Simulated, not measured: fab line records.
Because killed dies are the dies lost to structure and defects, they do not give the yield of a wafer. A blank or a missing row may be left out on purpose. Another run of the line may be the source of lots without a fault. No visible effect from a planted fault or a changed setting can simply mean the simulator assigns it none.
fab line records -- flow sky130
record: lots: 12, wafers: 33, last_day: 50
route steps=708 shown LDD_HVN@274 POLY_CUT@316 RES_XHIGH@339
lots untouched by any fault: they come from a run of this same line in which no faults occurred
start_h: the number of hours between the record's first day and the start of the first shown wafer of the lot -- wait_h: hours from the lot's prior step to this one -- " as in the row above -- L1.1+2: a single row standing in for several wafers -- - no value, or no start given -- * or withheld: withheld -- < > ~ a bound
route shown NAME@n: names a module that has steps shown in the file, with the first one's number in the route -- usual: mean/standard deviation of fault-free wafers -- same: alike in all rows -- chamber/n: place in a boat -- sites: readings site by site -- _std_site: the standard deviation of these -- _edge_site: outer sites' mean less inner sites' -- radius_mm: for every site, how far away it sits from the centre of the wafer -- mask NAME#n: copy n -- behind: the last tool/chamber to shape the wafer -- hold: why the lot went on hold/how many hours it stayed there/how the hold came to an end -- device: the n, p or np transistor that did not switch -- end of line: the route-end tests of the same wafers -- for a step that has no rows: nothing shown but its recipe -- killed: at the first sort, the dies lost to defects and structure; wafer yield is something else -- map: per-die view of a wafer (x killed, . not killed, _ where there is no die)
set.NAME: the setting the step ran with; set.NAME@STEP: the setting that earlier step ran with -- model.NAME: the simulator's own value behind a step, which no gauge read
steps of the route over a sample of lots; a table a step, a row a wafer
services: when a tool's chamber went out of use (start_h, in hours from the record's first day, below 0 if earlier), for how many hours, and the reason
== steps ==
step: SKY_LDD_HVN_OVL_MEAS_07
usual: LDD_HVN_OVL: 0.3/1.8
lot.wafer,tool,chamber,start_h,wait_h,LDD_HVN_OVL[nm]
L390.1,overlay-01,-,463.23,0.1,-0.3
L390.2,overlay-01,-,463.23,0.1,-1.4
L390.5,overlay-01,-,463.23,0.1,-0.6
L394.1,overlay-01,-,504.86,0.1,-1.6
L394.2,overlay-01,-,504.86,0.1,-1.1
L394.5,overlay-01,-,504.86,0.1,-1.3
L395.2,overlay-01,-,507.77,0.1,-2.2
L395.5,overlay-01,-,507.77,0.1,-1.8
L395.6,overlay-01,-,507.77,0.1,-1.0
L396.1,overlay-01,-,516.96,0.1,-1.1
L396.2,overlay-01,-,516.96,0.1,-0.8
L396.3,overlay-01,-,516.96,0.1,0.3
L397.1,overlay-01,-,528.21,0.1,-2.9
L397.5,overlay-01,-,528.21,0.1,-1.1
L397.6,overlay-01,-,528.21,0.1,-1.6
L398.1,overlay-01,-,529.53,0.1,-0.4
L398.3,overlay-01,-,529.53,0.1,-1.3
L398.4,overlay-01,-,529.53,0.1,-0.3
L401.3,overlay-01,-,573.68,0.1,0.0
L401.4,overlay-01,-,573.68,0.1,-0.4
L401.5,overlay-01,-,573.68,0.1,-0.7
L408.1,overlay-02,-,619.76,0.1,1.6
L408.6,overlay-02,-,619.76,0.1,2.4
L409.1,overlay-02,-,628.36,0.1,2.9
L409.6,overlay-02,-,628.36,0.1,3.4
L410.5,overlay-01,-,639.34,0.0,0.4
L410.6,overlay-01,-,639.34,0.0,0.6
L413.1,overlay-02,-,664.31,0.1,-0.2
L413.4,overlay-02,-,664.31,0.1,-1.8
L413.5,overlay-02,-,664.31,0.1,-0.2
L411.1,overlay-02,-,664.66,0.1,2.3
L411.3,overlay-02,-,664.66,0.1,2.2
L411.6,overlay-02,-,664.66,0.1,2.5
step: SKY_LDD_HVN_STRIP_09
recipe: chemistry: O2/N2, power_w: 1400, pressure_mtorr: 1500, platen_temp_c: withheld, o2_flow_sccm: 3000, n2_flow_sccm: 300, overash_fraction: 0.5
usual: drypump_motor_current_A: 5.7/0.36, o2_flow_sccm: 2999/8.1, oes_product_au: 0.409/0.0045, strip_time_to_endpoint_s: 4.134/0.015
lot.wafer,tool,chamber,start_h,wait_h,drypump_motor_current_A,o2_flow_sccm,oes_product_au,rf_hours_counter_h,strip_time_to_endpoint_s
L390.1,plasma_asher-02,0,463.42,0.1,5.7,3002,0.405,63,4.143
L390.2,plasma_asher-02,1,463.42,0.1,5.8,2992,0.416,63,4.135
L390.5,plasma_asher-02,0,463.42,0.1,5.7,3007,0.403,-,4.140
L394.1,plasma_asher-04,0,505.04,0.1,5.8,2992,0.407,7,4.120
L394.2,plasma_asher-04,1,505.04,0.1,6.3,2988,0.398,7,4.114
L394.5,plasma_asher-04,0,505.04,0.1,5.9,2994,0.412,-,4.095
L395.2,plasma_asher-04,0,507.95,0.1,5.8,3006,0.405,8,4.138
L395.5,plasma_asher-04,1,507.95,0.1,6.3,2997,0.417,-,4.149
L395.6,plasma_asher-04,0,507.95,0.1,5.8,2997,0.411,-,4.160
L396.1,plasma_asher-02,1,517.15,0.1,5.8,3004,0.409,69,4.122
L396.2,plasma_asher-02,0,517.15,0.1,5.7,3003,0.408,69,4.134
L396.3,plasma_asher-02,1,517.15,0.1,5.8,2998,0.410,-,4.124
L397.1,plasma_asher-04,0,528.39,0.1,5.9,3008,0.415,10,4.139
L397.5,plasma_asher-04,1,528.39,0.1,6.2,3018,0.402,-,4.119
L397.6,plasma_asher-04,0,528.39,0.1,5.9,3005,0.410,-,4.133
L398.1,plasma_asher-01,1,529.72,0.1,5.5,3002,0.409,84,4.138
L398.3,plasma_asher-01,1,529.72,0.1,5.4,2994,0.405,-,4.136
L398.4,plasma_asher-01,0,529.72,0.1,5.1,2987,0.414,-,4.150
L401.3,plasma_asher-02,1,573.88,0.1,5.8,3011,0.416,-,4.124
L401.4,plasma_asher-02,0,573.88,0.1,5.7,3008,0.405,-,4.129
L401.5,plasma_asher-02,1,573.88,0.1,5.8,3018,0.415,-,4.138
L408.1,plasma_asher-04,0,619.94,0.1,5.9,2994,0.406,19,4.127
L408.6,plasma_asher-04,0,619.94,0.1,5.9,3012,0.414,-,4.139
L409.1,plasma_asher-04,1,628.55,0.1,6.3,2989,0.410,20,4.127
L409.6,plasma_asher-04,1,628.55,0.1,6.2,2987,0.406,-,4.122
L410.5,plasma_asher-04,1,639.57,0.1,6.3,2999,0.403,-,4.129
L410.6,plasma_asher-04,0,639.57,0.1,5.9,2995,0.409,-,4.128
L413.1,plasma_asher-01,1,664.49,0.1,5.5,3010,0.417,97,4.148
L413.4,plasma_asher-01,1,664.49,0.1,5.4,3005,0.410,-,4.136
L413.5,plasma_asher-01,0,664.49,0.1,5.1,2999,0.404,-,4.165
L411.1,plasma_asher-02,1,664.85,0.1,5.8,2989,0.408,83,4.162
L411.3,plasma_asher-02,0,664.85,0.1,5.7,2988,0.415,-,4.164
L411.6,plasma_asher-02,1,664.85,0.1,5.8,3002,0.409,-,4.153
step: SKY_POLY_CUT_OVL_MEAS_09
usual: POLY_CUT_OVL: -3/5.5
lot.wafer,tool,chamber,start_h,wait_h,POLY_CUT_OVL[nm]
L390.1,overlay-02,-,556.28,0.1,-6
L390.2,overlay-02,-,556.28,0.1,-4
L390.5,overlay-02,-,556.28,0.1,-8
L394.1,overlay-01,-,598.75,0.1,-10
L394.2,overlay-01,-,598.75,0.1,-12
L394.5,overlay-01,-,598.75,0.1,-3
L395.2,overlay-01,-,599.94,0.1,-3
L395.5,overlay-01,-,599.94,0.1,-7
L395.6,overlay-01,-,599.94,0.1,-3
L396.1,overlay-01,-,607.68,0.1,-7
L396.2,overlay-01,-,607.68,0.1,3
L396.3,overlay-01,-,607.68,0.1,-7
L397.1,overlay-02,-,618.98,0.1,-3
L397.5,overlay-02,-,618.98,0.1,-1
L397.6,overlay-02,-,618.98,0.1,-6
L398.1,overlay-01,-,620.59,0.1,2
L398.3,overlay-01,-,620.59,0.1,2
L398.4,overlay-01,-,620.59,0.1,5
L401.3,overlay-01,-,662.74,0.1,-5
L401.4,overlay-01,-,662.74,0.1,2
L401.5,overlay-01,-,662.74,0.1,-7
L408.1,overlay-02,-,709.19,0.1,6
L408.6,overlay-02,-,709.19,0.1,1
L409.1,overlay-01,-,716.78,0.1,-8
L409.6,overlay-01,-,716.78,0.1,-13
L410.5,overlay-02,-,725.58,0.0,-5
L410.6,overlay-02,-,725.58,0.0,-12
L413.1,overlay-01,-,748.65,0.1,0
L413.4,overlay-01,-,748.65,0.1,2
L413.5,overlay-01,-,748.65,0.1,-5
L411.1,overlay-01,-,750.23,0.1,2
L411.3,overlay-01,-,750.23,0.1,3
L411.6,overlay-01,-,750.23,0.1,-9
step: SKY_RES_XHIGH_IMPLANT_07
recipe: species: BF2, energy_kev: 20, dose_cm2: 3.6e+14, tilt_deg: 0
usual: beam_on_s: 37.9/1.7, faraday_current_uA: 536/25
same: implant_ion_amu: 49
lot.wafer,tool,chamber,start_h,wait_h,beam_on_s,faraday_current_uA
L390.1,implanter-03,0,616.18,0.1,39.1,519
L390.2,implanter-03,0,616.18,0.1,38.8,524
L390.5,implanter-03,0,616.18,0.1,38.5,524
L394.1,implanter-04,0,657.53,0.1,38.0,534
L394.2,implanter-04,0,657.53,0.1,38.9,520
L394.5,implanter-04,0,657.53,0.1,39.0,518
L395.2,implanter-04,0,658.46,0.1,39.1,522
L395.5,implanter-04,0,658.46,0.1,38.2,527
L395.6,implanter-04,0,658.46,0.1,39.3,516
L396.1,implanter-04,0,665.58,0.1,39.2,519
L396.2,implanter-04,0,665.58,0.1,38.4,530
L396.3,implanter-04,0,665.58,0.1,39.2,517
L397.1,implanter-04,0,676.36,0.1,37.0,546
L397.5,implanter-04,0,676.36,0.1,38.8,525
L397.6,implanter-04,0,676.36,0.1,39.7,511
L398.1,implanter-03,0,678.27,0.1,39.5,513
L398.3,implanter-03,0,678.27,0.1,38.4,532
L398.4,implanter-03,0,678.27,0.1,38.0,532
L401.3,implanter-04,0,717.52,0.1,40.7,500
L401.4,implanter-04,0,717.52,0.1,39.5,512
L401.5,implanter-04,0,717.52,0.1,38.9,523
L408.1,implanter-03,0,764.31,0.1,37.7,538
L408.6,implanter-03,0,764.31,0.1,31.6,640
L409.1,implanter-03,0,771.57,0.1,36.8,552
L409.6,implanter-03,0,771.57,0.1,31.5,645
L410.5,implanter-03,0,780.32,0.1,30.0,675
L410.6,implanter-03,0,780.32,0.1,30.7,661
L413.1,implanter-04,0,801.21,0.1,38.5,526
L413.4,implanter-04,0,801.21,0.1,38.8,521
L413.5,implanter-04,0,801.21,0.1,38.2,532
L411.1,implanter-01,0,804.36,0.1,33.4,608
L411.3,implanter-01,0,804.36,0.1,35.7,570
L411.6,implanter-01,0,804.36,0.1,35.2,574
step: SKY_RES_XHIGH_TW_MEAS_09
usual: RES_XHIGH_TW: 1636/16
lot.wafer,tool,chamber,start_h,wait_h,RES_XHIGH_TW
L390.1,film_metro-04,-,616.43,0.1,1624
L390.2,film_metro-04,-,616.43,0.1,1620
L390.5,film_metro-04,-,616.43,0.1,1620
L394.1,film_metro-04,-,657.78,0.1,1622
L394.2,film_metro-04,-,657.78,0.1,1623
L394.5,film_metro-04,-,657.78,0.1,1626
L395.2,film_metro-04,-,658.69,0.1,1625
L395.5,film_metro-04,-,658.69,0.1,1633
L395.6,film_metro-04,-,658.69,0.1,1622
L396.1,film_metro-01,-,665.83,0.1,1653
L396.2,film_metro-01,-,665.83,0.1,1653
L396.3,film_metro-01,-,665.83,0.1,1651
L397.1,film_metro-02,-,676.61,0.1,1644
L397.5,film_metro-02,-,676.61,0.1,1647
L397.6,film_metro-02,-,676.61,0.1,1643
L398.1,film_metro-01,-,678.52,0.1,1652
L398.3,film_metro-01,-,678.52,0.1,1656
L398.4,film_metro-01,-,678.52,0.1,1642
L401.3,film_metro-04,-,717.74,0.1,1618
L401.4,film_metro-04,-,717.74,0.1,1615
L401.5,film_metro-04,-,717.74,0.1,1606
L408.1,film_metro-04,-,764.56,0.1,1611
L408.6,film_metro-04,-,764.56,0.1,1531
L409.1,film_metro-04,-,771.82,0.1,1612
L409.6,film_metro-04,-,771.82,0.1,1521
L410.5,film_metro-02,-,780.51,0.0,1553
L410.6,film_metro-02,-,780.51,0.0,1554
L413.1,film_metro-02,-,801.46,0.1,1654
L413.4,film_metro-02,-,801.46,0.1,1652
L413.5,film_metro-02,-,801.46,0.1,1664
L411.1,film_metro-01,-,804.61,0.1,1652
L411.3,film_metro-01,-,804.61,0.1,1648
L411.6,film_metro-01,-,804.61,0.1,1640
step: SKY_SD_N_RS_MEAS_18
recipe: thk_meas_gauge: four-point-probe
usual: RES_XHIGH_RS: 333.1/1.1
lot.wafer,tool,chamber,start_h,wait_h,RES_XHIGH_RS[ohm/sq]
L390.1,film_metro-02,-,646.49,0.1,332.0
L390.2,film_metro-02,-,646.49,0.1,333.9
L390.5,film_metro-02,-,646.49,0.1,333.0
L394.1,film_metro-02,-,686.39,0.1,335.2
L394.2,film_metro-02,-,686.39,0.1,333.1
L394.5,film_metro-02,-,686.39,0.1,334.7
L395.2,film_metro-02,-,687.42,0.1,334.3
L395.5,film_metro-02,-,687.42,0.1,333.2
L395.6,film_metro-02,-,687.42,0.1,330.9
L396.1,film_metro-02,-,694.35,0.1,332.9
L396.2,film_metro-02,-,694.35,0.1,333.0
L396.3,film_metro-02,-,694.35,0.1,333.2
L397.1,film_metro-01,-,705.30,0.1,332.8
L397.5,film_metro-01,-,705.30,0.1,333.3
L397.6,film_metro-01,-,705.30,0.1,331.3
L398.1,film_metro-01,-,707.30,0.1,332.7
L398.3,film_metro-01,-,707.30,0.1,331.8
L398.4,film_metro-01,-,707.30,0.1,332.1
L401.3,film_metro-02,-,746.48,0.1,335.2
L401.4,film_metro-02,-,746.48,0.1,334.5
L401.5,film_metro-02,-,746.48,0.1,334.9
L408.1,film_metro-01,-,792.09,0.1,333.1
L408.6,film_metro-01,-,792.09,0.1,385.7
L409.1,film_metro-04,-,798.89,0.1,332.3
L409.6,film_metro-04,-,798.89,0.1,389.3
L410.5,film_metro-02,-,807.86,0.1,383.4
L410.6,film_metro-02,-,807.86,0.1,384.7
L413.1,film_metro-02,-,828.64,0.1,333.2
L413.4,film_metro-02,-,828.64,0.1,333.0
L413.5,film_metro-02,-,828.64,0.1,333.7
L411.1,film_metro-02,-,832.09,0.1,333.0
L411.3,film_metro-02,-,832.09,0.1,332.1
L411.6,film_metro-02,-,832.09,0.1,334.5
== services ==
tool,chamber,start_h,hours,kind
implanter-01,-,469.80,2.2,repair
implanter-04,-,504.85,3.1,repair
implanter-01,-,515.46,3.9,repair
implanter-04,-,549.85,1.4,repair
implanter-04,-,555.72,1.2,repair
plasma_asher-01,-,559.89,14.6,pm
plasma_asher-04,-,578.12,1.9,repair
implanter-04,-,597.13,3.2,pm
plasma_asher-04,-,599.83,4.3,repair
implanter-04,-,614.11,2.9,repair
plasma_asher-02,-,627.12,15.6,pm
implanter-03,-,672.22,1.5,repair
implanter-01,-,676.35,4.5,pm
implanter-04,-,678.85,2.8,repair
plasma_asher-02,-,731.80,2.3,repair
plasma_asher-01,-,733.75,9.0,pm
plasma_asher-01,0,733.75,9.0,vent_cycle
plasma_asher-01,1,733.75,9.0,vent_cycle
implanter-01,-,740.97,1.8,repair
plasma_asher-04,-,741.89,0.7,repair
plasma_asher-01,0,742.75,-,clean
implanter-01,-,743.55,6.0,pm
implanter-04,-,776.12,3.1,pm
implanter-01,-,799.20,3.9,pm
== key ==
first_sign: step: SKY_RES_XHIGH_IMPLANT_07, reading: faraday_current_uA, direction: up, sigmas: 4.7, usual: 536, struck: 655
effect: step: SKY_RES_XHIGH_IMPLANT_07, reading: beam_on_s, direction: down, sigmas: 4.1, usual: 37.9, struck: 30.9
effect: step: SKY_RES_XHIGH_TW_MEAS_09, reading: RES_XHIGH_TW, direction: down, sigmas: 6, usual: 1636, struck: 1540
effect: step: SKY_SD_N_RS_MEAS_18, reading: RES_XHIGH_RS, direction: up, sigmas: 47, usual: 333.1, struck: 385.7
met_at SKY_RES_XHIGH_IMPLANT_07
struck_lots L408,L409,L410
struck_wafers L408.6,L409.6,L410.5,L410.6
tester_left_out L408,L409,L410
not_acting_at SKY_LDD_HVN_OVL_MEAS_07,SKY_LDD_HVN_STRIP_09,SKY_POLY_CUT_OVL_MEAS_09
onset_between 678.27 764.31
fault: kind: process_parameter_drift, tool: implanter-03, chamber: -, onset_h: 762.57, steps: SKY_RES_XHIGH_IMPLANT_07, channel: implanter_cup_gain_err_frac, offset: 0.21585, shape: step, end_h: 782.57, scope: struck_wafers_only
tester_left_out: of these lots the tester's yield and bins aren't shown, on N5 and GAA mostly nor the transistor test; their killed dies are dies lost to structure and defects alone, not to doping, threshold or leakage, so they don't give the yield
